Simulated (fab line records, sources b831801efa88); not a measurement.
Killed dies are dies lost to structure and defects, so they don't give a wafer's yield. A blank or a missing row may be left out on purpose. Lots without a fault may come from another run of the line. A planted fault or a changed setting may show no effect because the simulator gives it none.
fab line records | flow sky130
record lots=11 wafers=33 last_day=50
route steps=708 shown SD_P@328 SD_N@353 LI_CONTACT@375 PAD_OPEN@708
lots that met no fault: from a run of the same line without faults
start_h: hours from the record's first day to the start of the lot's first wafer shown | wait_h: hours since the lot's step before | " the same as in the row above | L1.1+2: a row that stands for several wafers | - no value, or no start given | * or withheld: withheld | < > ~ a bound
route shown NAME@n: a module of which the file shows steps, and the number in the route of the first | usual: mean/standard deviation of fault-free wafers | same: alike in all rows | chamber/n: place in a boat | sites: the reading at each site | _std_site: their standard deviation | _edge_site: outer sites' mean less inner sites' | radius_mm: how far each site lies from the wafer's centre | mask NAME#n: copy n | behind: the tool/chamber that last shaped the wafer | hold: why the lot was held/for how many hours/how that ended | device: the transistor (n, p or np) that didn't switch | end of line: the same wafers' tests at the end of the route | a step without rows: its recipe alone | killed: dies lost to structure and defects at the first sort, not the wafer's yield | map: a wafer's dies, x killed, . not, _ none there
set.NAME: the setting as run; set.NAME@STEP: as run at that earlier step | model.NAME: the simulator's own value behind a step, which no gauge read
steps of the route over a sample of lots; a table a step, a row a wafer
services: from which hour (start_h, from the record's first day; less than 0 if before it) a tool's chamber was out of use, for how many hours, and why
## steps
# step SKY_SD_P_OVL_MEAS_08
# usual SD_P_OVL=0.0/1.4
# columns lot.wafer tool chamber start_h wait_h SD_P_OVL[nm]
L408.1 overlay-02 - 676.64 0.1 -0.9
L408.2 " - " " -1.9
L408.4 " - " " -0.3
L411.2 overlay-01 - 697.01 0.1 -1.6
L411.4 " - " " -1.0
L411.6 " - " " -1.4
L413.2 overlay-02 - 698.05 0.1 1.4
L413.3 " - " " 2.8
L413.4 " - " " 2.2
L414.1 overlay-02 - 709.10 0.1 -2.1
L414.3 " - " " -0.7
L414.4 " - " " -2.4
L415.1 overlay-02 - 717.19 0.1 1.1
L415.4 " - " " 1.7
L415.6 " - " " -1.3
L416.3 overlay-01 - 727.61 0.1 -0.2
L416.5 " - " " 1.1
L416.6 " - " " 0.8
L417.1 overlay-02 - 736.59 0.1 0.4
L417.3 " - " " 1.2
L417.6 " - " " 0.6
L418.1 overlay-02 - 738.99 0.1 0.9
L418.4 " - " " -0.4
L418.5 " - " " 0.8
L419.1 overlay-01 - 745.30 0.1 -1.0
L419.2 " - " " -2.3
L419.3 " - " " -1.4
L421.1 overlay-01 - 761.49 0.1 -1.0
L421.5 " - " " -1.1
L421.6 " - " " -0.6
L422.1 overlay-01 - 770.19 0.1 1.7
L422.4 " - " " 2.6
L422.6 " - " " 2.7
# step SKY_SD_N_STRIP_11
# recipe chemistry=O2/N2 power_w=1400 pressure_mtorr=1500 platen_temp_c=withheld o2_flow_sccm=3000 n2_flow_sccm=300 overash_fraction=0.5
# usual drypump_motor_current_A=5.8/0.58 oes_product_au=0.528/0.0043 strip_time_to_endpoint_s=22.53/0.042
# columns lot.wafer tool chamber start_h wait_h drypump_motor_current_A oes_product_au rf_hours_counter_h strip_time_to_endpoint_s
L408.1 plasma_asher-04 1 731.59 0.1 5.3 0.522 94 22.54
L408.2 " 0 " " 6.8 0.528 94 22.52
L408.4 " 0 " " 6.8 0.531 - 22.56
L411.2 plasma_asher-04 0 751.64 0.1 6.8 0.532 96 22.57
L411.4 " 1 " " 5.3 0.532 - 22.53
L411.6 " 1 " " 5.3 0.530 - 22.56
L413.2 plasma_asher-02 1 753.88 0.1 5.9 0.530 60 22.54
L413.3 " 0 " " 6.3 0.528 - 22.52
L413.4 " 1 " " 5.9 0.524 - 22.51
L414.1 plasma_asher-01 0 763.19 0.1 5.2 0.524 30 22.50
L414.3 " 0 " " 5.2 0.533 - 22.49
L414.4 " 1 " " 5.5 0.526 - 22.49
L415.1 plasma_asher-01 0 772.09 0.1 5.2 0.526 31 22.56
L415.4 " 1 " " 5.5 0.529 - 22.53
L415.6 " 1 " " 5.4 0.528 - 22.52
L416.3 plasma_asher-04 0 783.07 0.1 6.8 0.531 - 22.55
L416.5 " 1 " " 5.3 0.522 - 22.48
L416.6 " 0 " " 6.8 0.526 - 22.45
L417.1 plasma_asher-02 1 790.89 0.1 5.9 0.526 63 22.56
L417.3 " 1 " " 5.9 0.531 - 22.53
L417.6 " 1 " " 5.8 0.524 - 22.55
L418.1 plasma_asher-02 0 793.88 0.1 6.3 0.533 64 22.52
L418.4 " 0 " " 6.2 0.525 - 22.54
L418.5 " 0 " " 6.3 0.523 - 22.49
L419.1 plasma_asher-04 1 799.88 0.1 5.3 0.538 101 22.51
L419.2 " 0 " " 6.8 0.526 101 22.48
L419.3 " 1 " " 5.3 0.526 - 22.47
L421.1 plasma_asher-02 1 816.28 0.1 5.8 0.537 66 22.46
L421.5 " 1 " " 5.9 0.530 - 22.48
L421.6 " 0 " " 6.3 0.532 - 22.47
L422.1 plasma_asher-01 0 824.94 0.1 5.2 0.531 37 22.53
L422.4 " 0 " " 5.2 0.532 - 22.52
L422.6 " 1 " " 5.5 0.527 - 22.50
# step SKY_LI_CONTACT_OVL_MEAS_13
# usual LI_CONTACT_OVL=-3/5.4
# columns lot.wafer tool chamber start_h wait_h LI_CONTACT_OVL[nm]
L408.1 overlay-01 - 760.75 0.1 -2
L408.2 " - " " -5
L408.4 " - " " -4
L411.2 overlay-01 - 780.26 0.1 -3
L411.4 " - " " 4
L411.6 " - " " -8
L413.2 overlay-01 - 781.76 0.1 -7
L413.3 " - " " 2
L413.4 " - " " -2
L414.1 overlay-01 - 791.35 0.1 -3
L414.3 " - " " -4
L414.4 " - " " 1
L415.1 overlay-02 - 800.85 0.1 1
L415.4 " - " " -1
L415.6 " - " " -4
L416.3 overlay-01 - 811.55 0.1 -3
L416.5 " - " " -2
L416.6 " - " " 9
L417.1 overlay-01 - 820.20 0.1 -6
L417.3 " - " " -2
L417.6 " - " " -9
L418.1 overlay-02 - 822.50 0.1 -8
L418.4 " - " " -11
L418.5 " - " " 1
L419.1 overlay-01 - 828.55 0.1 3
L419.2 " - " " 2
L419.3 " - " " 4
L421.1 overlay-02 - 845.36 0.1 1
L421.5 " - " " -1
L421.6 " - " " -2
L422.1 overlay-02 - 854.31 0.1 -16
L422.4 " - " " -6
L422.6 " - " " 2
# step SKY_LI_CONTACT_ETCH_14
# recipe chemistry=N2/H2 target=BARC ion_energy_ev=200 source_w=500 bias_w=100 pressure_mtorr=30 n2_flow_sccm=100 h2_flow_sccm=200 stop_on=SiO2 time_s=45.9 target_depth_a=600
# usual bias_w=100.0/0.31 chamber_pressure_mTorr=30.000/0.025 drypump_motor_current_A=5.5/0.42 oes_product_au=0.855/0.0048 throttle_valve_pct=13.223/0.0084
# columns lot.wafer tool chamber start_h wait_h bias_w chamber_pressure_mTorr drypump_motor_current_A oes_product_au rf_hours_counter_h throttle_valve_pct
L408.1 rie_diel-03 2 760.79 0.0 100.1 29.980 5.4 0.860 0 13.223
L408.2 " 1 " " 99.9 29.994 6.0 0.853 3 13.216
L408.4 " 0 " " 99.7 30.023 5.6 0.853 11 13.220
L411.2 rie_diel-01 2 780.29 0.0 - - - - - -
L411.4 " 3 " " - - - - - -
L411.6 " 2 " " - - - - - -
L413.2 rie_diel-04 3 781.79 0.0 - - - - - -
L413.3 " 2 " " - - - - - -
L413.4 " 1 " " - - - - - -
L414.1 rie_diel-04 1 791.39 0.0 - - - - - -
L414.3 " 0 " " - - - - - -
L414.4 " 3 " " - - - - - -
L415.1 rie_diel-04 1 800.89 0.0 99.8 30.011 6.2 0.857 3 13.223
L415.4 " 0 " " 100.1 30.003 5.1 0.852 4 13.227
L415.6 " 2 " " 99.6 30.031 5.2 0.856 - 13.216
L416.3 rie_diel-01 1 811.58 0.0 100.0 29.972 5.5 0.849 13 13.221
L416.5 " 1 " " 100.2 30.020 5.5 0.852 - 13.225
L416.6 " 2 " " 99.9 29.982 5.8 0.850 - 13.210
L417.1 rie_diel-03 3 820.24 0.0 99.7 29.988 6.0 0.860 3 13.213
L417.3 " 1 " " 100.2 29.970 6.1 0.863 4 13.235
L417.6 " 1 " " 99.5 29.978 6.1 0.855 - 13.223
L418.1 rie_diel-04 0 822.54 0.0 100.3 29.979 5.1 0.847 4 13.222
L418.4 " 1 " " 100.5 30.008 6.2 0.860 3 13.216
L418.5 " 3 " " 99.8 29.991 5.1 0.857 - 13.225
L419.1 rie_diel-01 3 828.59 0.0 100.4 29.973 5.5 0.854 3 13.223
L419.2 " 0 " " 99.9 29.979 5.0 0.852 13 13.215
L419.3 " 1 " " 100.0 29.986 5.5 0.856 13 13.229
L421.1 rie_diel-04 0 845.39 0.0 99.4 30.022 5.1 0.852 6 13.234
L421.5 " 0 " " 99.7 29.967 5.1 0.856 - 13.223
L421.6 " 2 " " 100.1 30.033 5.2 0.855 - 13.220
L422.1 rie_diel-04 3 854.34 0.0 100.4 29.989 5.1 0.859 19 13.216
L422.4 " 0 " " 100.4 30.006 5.1 0.851 6 13.213
L422.6 " 0 " " 100.6 29.987 5.1 0.857 - 13.224
# step SKY_LI_CONTACT_ETCH_15
# recipe target=PSG chemistry=C4F8/O2/Ar stop_on=Si taper_deg=4.15 mask_material=KrF-thick source_w=1500 bias_w=1200 pressure_mtorr=40 c4f8_flow_sccm=withheld O2_flow_sccm=6 Ar_flow_sccm=300 time_s=withheld target_depth_a=6000
# usual bias_w=1200/3.6 chamber_pressure_mTorr=40.00/0.037 oes_product_au=0.837/0.0045
# columns lot.wafer tool chamber start_h wait_h bias_w chamber_pressure_mTorr oes_product_au
L408.1 rie_diel-03 2 760.83 0.0 1198 40.02 0.836
L408.2 " 1 " " 1205 39.98 0.844
L408.4 " 0 " " 1205 39.98 0.830
L411.2 rie_diel-01 2 780.33 0.0 1195 40.02 0.378
L411.4 " 3 " " 1205 40.02 0.372
L411.6 " 2 " " 1198 40.01 0.379
L413.2 rie_diel-04 3 781.83 0.0 1206 40.00 0.369
L413.3 " 2 " " 1196 39.91 0.371
L413.4 " 1 " " 1195 40.02 0.374
L414.1 rie_diel-04 1 791.43 0.0 1197 40.00 0.373
L414.3 " 0 " " 1198 40.06 0.375
L414.4 " 3 " " 1198 40.02 0.379
L415.1 rie_diel-04 1 800.93 0.0 1199 40.03 0.836
L415.4 " 0 " " 1204 40.04 0.840
L415.6 " 2 " " 1199 39.98 0.837
L416.3 rie_diel-01 1 811.62 0.0 1203 39.98 0.838
L416.5 " 1 " " 1201 40.01 0.840
L416.6 " 2 " " 1200 40.04 0.845
L417.1 rie_diel-03 3 820.28 0.0 1204 40.00 0.840
L417.3 " 1 " " 1204 39.99 0.845
L417.6 " 1 " " 1200 40.00 0.833
L418.1 rie_diel-04 0 822.58 0.0 1203 40.03 0.832
L418.4 " 1 " " 1205 40.02 0.842
L418.5 " 3 " " 1197 39.96 0.832
L419.1 rie_diel-01 3 828.63 0.0 1196 40.07 0.838
L419.2 " 0 " " 1203 40.00 0.837
L419.3 " 1 " " 1209 39.99 0.838
L421.1 rie_diel-04 0 845.43 0.0 1208 39.98 0.838
L421.5 " 0 " " 1208 39.97 0.840
L421.6 " 2 " " 1199 39.99 0.834
L422.1 rie_diel-04 3 854.38 0.0 1199 40.04 0.836
L422.4 " 0 " " 1196 39.98 0.845
L422.6 " 0 " " 1199 40.03 0.836
# step SKY_LI_CONTACT_STRIP_16
# recipe chemistry=O2/N2 power_w=1400 pressure_mtorr=1500 platen_temp_c=withheld o2_flow_sccm=3000 n2_flow_sccm=300 overash_fraction=0.5
# usual drypump_motor_current_A=5.6/0.35 oes_product_au=0.374/0.0047 strip_time_to_endpoint_s=3.48/0.046
# columns lot.wafer tool chamber start_h wait_h drypump_motor_current_A oes_product_au rf_hours_counter_h strip_time_to_endpoint_s
L408.1 plasma_asher-01 1 760.91 - 5.5 0.384 30 3.51
L408.2 " 0 " " 5.2 0.372 30 3.46
L408.4 " 1 " " 5.5 0.374 - 3.50
L411.2 plasma_asher-01 1 780.42 - 5.5 0.398 32 3.99
L411.4 " 0 " " 5.2 0.395 - 3.96
L411.6 " 1 " " 5.5 0.390 - 3.96
L413.2 plasma_asher-02 0 781.91 - 6.3 0.395 63 3.99
L413.3 " 1 " " 5.9 0.392 - 3.90
L413.4 " 0 " " 6.3 0.399 - 3.93
L414.1 plasma_asher-03 0 791.52 - 5.8 0.387 4 3.89
L414.3 " 1 " " 5.3 0.393 - 3.94
L414.4 " 0 " " 5.8 0.395 - 3.96
L415.1 plasma_asher-01 1 801.02 - 5.4 0.371 34 3.44
L415.4 " 1 " " 5.5 0.371 - 3.48
L415.6 " 1 " " 5.5 0.368 - 3.42
L416.3 plasma_asher-02 0 811.74 - 6.3 0.367 - 3.53
L416.5 " 1 " " 5.9 0.375 - 3.52
L416.6 " 0 " " 6.3 0.381 - 3.48
L417.1 plasma_asher-01 1 820.36 - 5.4 0.369 36 3.51
L417.3 " 0 " " 5.2 0.366 - 3.49
L417.6 " 0 " " 5.2 0.374 - 3.47
L418.1 plasma_asher-02 1 822.66 - 5.9 0.372 67 3.46
L418.4 " 1 " " 5.9 0.372 - 3.47
L418.5 " 1 " " 5.9 0.375 - 3.51
L419.1 plasma_asher-02 1 828.71 - 5.8 0.371 67 3.51
L419.2 " 0 " " 6.3 0.377 67 3.43
L419.3 " 1 " " 5.8 0.374 - 3.58
L421.1 plasma_asher-01 1 845.52 - 5.5 0.378 39 3.51
L421.5 " 1 " " 5.5 0.379 - 3.53
L421.6 " 0 " " 5.2 0.369 - 3.37
L422.1 plasma_asher-03 0 854.47 - 5.8 0.367 10 3.51
L422.4 " 1 " " 5.3 0.380 - 3.49
L422.6 " 1 " " 5.4 0.370 - 3.53
# step SKY_PAD_OPEN_PROBE_99
# usual killed_at_M0_to_M3=43/6.6 killed_at_M4_up=3.2/1.9 killed_at_contacts=25/5.3 killed_at_front_end=16/4.5 killed_at_other=0.3/0.63 killed_dies=87/8.9 killed_on_rim=17/3.7 killed_open=48/7.9 killed_short=39/5.3
# same gross_dies=492 killed_at_back_side=0
# columns lot.wafer tool chamber start_h wait_h killed_at_M0_to_M3 killed_at_M4_up killed_at_contacts killed_at_front_end killed_at_other killed_dies killed_on_rim killed_open killed_short
L411.2 prober-02 - 1154.15 0.1 204 67 160 13 48 492 96 26 30
L411.4 prober-02 - 1154.25 0.2 223 55 147 20 47 492 96 52 36
L411.6 prober-02 - 1154.35 0.2 220 58 146 16 52 492 96 54 34
L413.2 prober-01 - 1156.96 0.1 207 66 157 25 37 492 96 65 30
L413.3 prober-01 - 1157.01 0.2 181 67 170 15 59 492 96 51 30
L413.4 prober-01 - 1157.06 0.2 196 51 171 21 53 492 96 61 44
L414.1 prober-02 - 1160.19 0.1 188 69 167 17 51 492 96 50 35
L414.3 prober-02 - 1160.29 0.2 194 52 166 25 55 492 96 57 46
L414.4 prober-02 - 1160.34 0.2 208 61 146 14 63 492 96 50 34
L419.1 prober-01 - 1183.70 0.1 37 3 31 18 0 89 19 49 39
L419.2 prober-01 - 1183.75 0.1 42 6 38 17 0 103 22 53 50
L419.3 prober-01 - 1183.80 0.2 47 2 16 24 0 89 21 51 38
# killed by level:class
L411.2 LI_CONTACT:area_etch=83 VIA2:area_expose=38 LOCAL_INTERCONNECT:area_expose=37 METAL1:area_expose=35 CONTACT:area_expose=32 VIA4:area_expose=32 CAP2M:area_expose=32 METAL4:area_expose=32
L411.4 LI_CONTACT:area_etch=77 VIA3:area_expose=39 LOCAL_INTERCONNECT:area_expose=30 METAL1:area_expose=29 VIA1:area_expose=29 METAL2:area_expose=27 METAL3:area_expose=26 VIA2:area_expose=26
L411.6 LI_CONTACT:area_etch=72 METAL3:area_expose=35 METAL2:area_expose=32 CAPM:area_expose=31 VIA4:area_expose=30 LOCAL_INTERCONNECT:area_expose=29 METAL4:area_expose=28 VIA3:area_expose=27
L413.2 LI_CONTACT:area_etch=71 VIA4:area_expose=42 VIA1:area_expose=40 METAL2:area_expose=39 CONTACT:area_expose=39 VIA2:area_expose=26 CAPM:area_expose=24 METAL1:area_expose=24
L413.3 LI_CONTACT:area_etch=85 METAL4:area_expose=40 CAP2M:area_expose=35 CONTACT:area_expose=30 METAL1:area_expose=28 LOCAL_INTERCONNECT:area_expose=28 METAL3:area_expose=27 VIA1:area_expose=26
L413.4 LI_CONTACT:area_etch=86 METAL1:area_expose=34 METAL2:area_expose=31 VIA1:area_expose=28 LOCAL_INTERCONNECT:area_expose=28 CAP2M:area_expose=28 METAL4:area_expose=26 CAPM:area_expose=25
L414.1 LI_CONTACT:area_etch=81 METAL4:area_expose=35 METAL2:area_expose=31 VIA1:area_expose=30 CONTACT:area_expose=29 VIA4:area_expose=29 METAL3:area_expose=29 LOCAL_INTERCONNECT:area_expose=28
L414.3 LI_CONTACT:area_etch=88 METAL4:area_expose=35 CAP2M:area_expose=32 LOCAL_INTERCONNECT:area_expose=29 VIA2:area_expose=28 VIA3:area_expose=28 CONTACT:area_expose=27 VIA1:area_expose=25
L414.4 LI_CONTACT:area_etch=70 METAL3:area_expose=35 METAL1:area_expose=32 CAPM:area_expose=32 CAP2M:area_expose=31 VIA1:area_expose=30 METAL4:area_expose=30 VIA2:area_expose=28
L419.1 CONTACT:geometric_particle:open=13 LI_CONTACT:geometric_particle:open=12 VIA1:geometric_particle:short=8 VIA1:geometric_particle:open=6 FIELD_ISO:geometric_particle:short=5 METAL2:geometric_particle:short=5 POLY_GATE:geometric_particle:open=4 VIA2:geometric_particle:short=4
L419.2 CONTACT:geometric_particle:open=16 VIA1:geometric_particle:open=12 LI_CONTACT:geometric_particle:short=6 LOCAL_INTERCONNECT:geometric_particle:short=6 METAL1:geometric_particle:short=6 POLY_GATE:geometric_particle:short=5 LI_CONTACT:geometric_particle:open=5 CONTACT:geometric_particle:short=5
L419.3 VIA1:geometric_particle:open=16 POLY_GATE:geometric_particle:open=8 LI_CONTACT:geometric_particle:open=6 METAL1:geometric_particle:short=6 FIELD_ISO:geometric_particle:short=5 POLY_GATE:geometric_particle:short=5 VIA2:geometric_particle:open=5 VIA3:geometric_particle:open=4
## services
# columns tool chamber start_h hours kind
rie_diel-04 - 708.02 0.6 repair
plasma_asher-03 - 724.23 1.7 repair
rie_diel-03 2 730.13 - clean
rie_diel-03 2 730.13 20.8 scheduled_down
rie_diel-03 2 730.13 20.8 vent_cycle
rie_diel-04 1 733.37 5.7 repair
plasma_asher-03 - 733.75 9.0 pm
plasma_asher-03 0 733.75 9.0 vent_cycle
plasma_asher-03 1 733.75 9.0 vent_cycle
plasma_asher-03 0 742.75 - clean
plasma_asher-03 1 742.75 - clean
plasma_asher-01 - 751.06 3.0 repair
rie_diel-01 - 752.37 0.6 repair
plasma_asher-02 - 757.09 3.2 repair
plasma_asher-03 - 757.13 8.6 repair
rie_diel-04 - 773.13 2.8 pm
plasma_asher-03 - 802.40 3.6 repair
rie_diel-03 3 826.75 3.7 repair
rie_diel-03 - 827.44 15.6 pm
rie_diel-04 3 834.40 19.4 repair
plasma_asher-01 - 836.20 4.3 repair
rie_diel-01 3 843.00 1.2 repair
rie_diel-03 2 849.04 7.3 repair
## key
first_sign step=SKY_LI_CONTACT_ETCH_14 reading=tool_record direction=missing
effect step=SKY_LI_CONTACT_ETCH_15 reading=oes_product_au direction=down sigmas=99+ usual=0.837 struck=0.374
effect step=SKY_LI_CONTACT_STRIP_16 reading=strip_time_to_endpoint_s direction=up sigmas=10 usual=* struck=*
effect step=SKY_PAD_OPEN_PROBE_99 reading=killed_at_other direction=up sigmas=51 usual=0.3 struck=51.7
more_kills_born_at SKY_LI_CONTACT_ETCH_14@rie_diel-04=481
met_at SKY_LI_CONTACT_ETCH_14
struck_lots L411,L413,L414
later_rows_left_out L411.2,L411.4,L411.6,L413.2,L413.3,L413.4,L414.1,L414.3,L414.4
tester_left_out L411,L413,L414
not_acting_at SKY_SD_P_OVL_MEAS_08,SKY_SD_N_STRIP_11,SKY_LI_CONTACT_OVL_MEAS_13
fault kind=skipped_step_whole tool=rie_diel-01,rie_diel-04 chamber=- onset_h=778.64 steps=SKY_LI_CONTACT_ETCH_14 scope=struck_lots_only
# tester_left_out: of these lots the tester's yield and bins aren't shown, on N5 and GAA mostly nor the transistor test; their killed dies are dies lost to structure and defects alone, not to doping, threshold or leakage, so they don't give the yield
# later_rows_left_out: the simulator's readings of these wafers behind a module that went badly wrong aren't trusted and aren't shown, but for the sort
